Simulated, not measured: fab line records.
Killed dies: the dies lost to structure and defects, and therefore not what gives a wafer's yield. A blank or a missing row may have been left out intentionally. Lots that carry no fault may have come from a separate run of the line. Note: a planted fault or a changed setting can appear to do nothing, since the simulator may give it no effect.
2 desks looking at one fault + flow gf180mcu + each desk holds nothing but its own numbers, with what lay behind them at the end

== TOOL OWNER'S DESK, implanter-04 ==
For each lot that ran on this tool, the mean over its sampled wafers that have a number, from the tool's own readings at GF_VT_IMPLANT_IMPLANT_19. A lot is out of limits, marked OUT, if its mean lies more than 4 standard deviations from the usual mean; the brackets give that distance.
Columns: A = beamOnS at GF_VT_IMPLANT_IMPLANT_19, usual 9.98 s; B = doseIonsCm2 at GF_VT_IMPLANT_IMPLANT_19, usual 4.349e+12; C = faradayCurrentUA at GF_VT_IMPLANT_IMPLANT_19, usual 24.6
| lot  | first seen here | A     | B                           | C              |
|------|-----------------|-------|-----------------------------|----------------|
| L387 | day 6 08:58     | 9.92  | 4.349e+12                   | 24.7           |
| L391 | day 7 10:12     | 10.13 | 4.347e+12                   | 24.2           |
| L398 | day 9 06:37     | 9.92  | 5.347e+12 (+99 or more) OUT | 30.4 (+13) OUT |
| L399 | day 9 21:43     | 10.00 | 5.344e+12 (+99 or more) OUT | 30.1 (+12) OUT |
This desk finds L398, L399 out of limits, L398 being first, at day 9 06:37 (doseIonsCm2 at GF_VT_IMPLANT_IMPLANT_19). Within limits: L387, L391.

== AT THE METROLOGY DESK ==
What the gauges read, lot by lot, whatever tool the lot ran on: means of the sampled wafers that have a number. A lot is out of limits, marked OUT, if its mean lies more than 4 standard deviations from the usual mean; the brackets give that distance.
Columns: A = VT_IMPLANT_2_TW at GF_VT_IMPLANT_TW_MEAS_21, usual 1211
| lot  | first seen here | A               |
|------|-----------------|-----------------|
| L387 | day 6 09:13     | 1199            |
| L388 | day 6 09:49     | 1217            |
| L389 | day 6 20:08     | 1218            |
| L390 | day 7 00:04     | 1196            |
| L391 | day 7 10:26     | 1203            |
| L398 | day 9 06:50     | 1280 (+6.2) OUT |
| L399 | day 9 21:58     | 1298 (+7.9) OUT |
| L401 | day 10 07:29    | 1225            |
| L403 | day 10 19:53    | 1200            |
| L404 | day 10 22:07    | 1210            |
| L407 | day 11 13:15    | 1229            |
Per this desk, out of limits: L398, L399; the first was L398, day 9 06:50 (VT_IMPLANT_2_TW at GF_VT_IMPLANT_TW_MEAS_21). Within limits: L387, L388, L389, L390, L391, L401, L403, L404, L407.

== TAKEN TOGETHER ==
An alarm could have come from the tool owner's desk at day 9 06:37, on L398, L399.
An alarm was possible from the metrology desk at day 9 06:50, on L398, L399.
GF_VT_IMPLANT_IMPLANT_19 was run on implanter-04 by each of the lots named.

== WHAT THE SIMULATOR PUT IN ==
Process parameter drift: implanter-04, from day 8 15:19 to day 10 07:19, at GF_VT_IMPLANT_IMPLANT_19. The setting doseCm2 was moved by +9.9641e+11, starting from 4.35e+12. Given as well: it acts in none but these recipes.
Struck lots among those shown: L398, L399.
Fault start to first reading out of limits, in hours, per desk: tool owner, 15; metrology, 16.
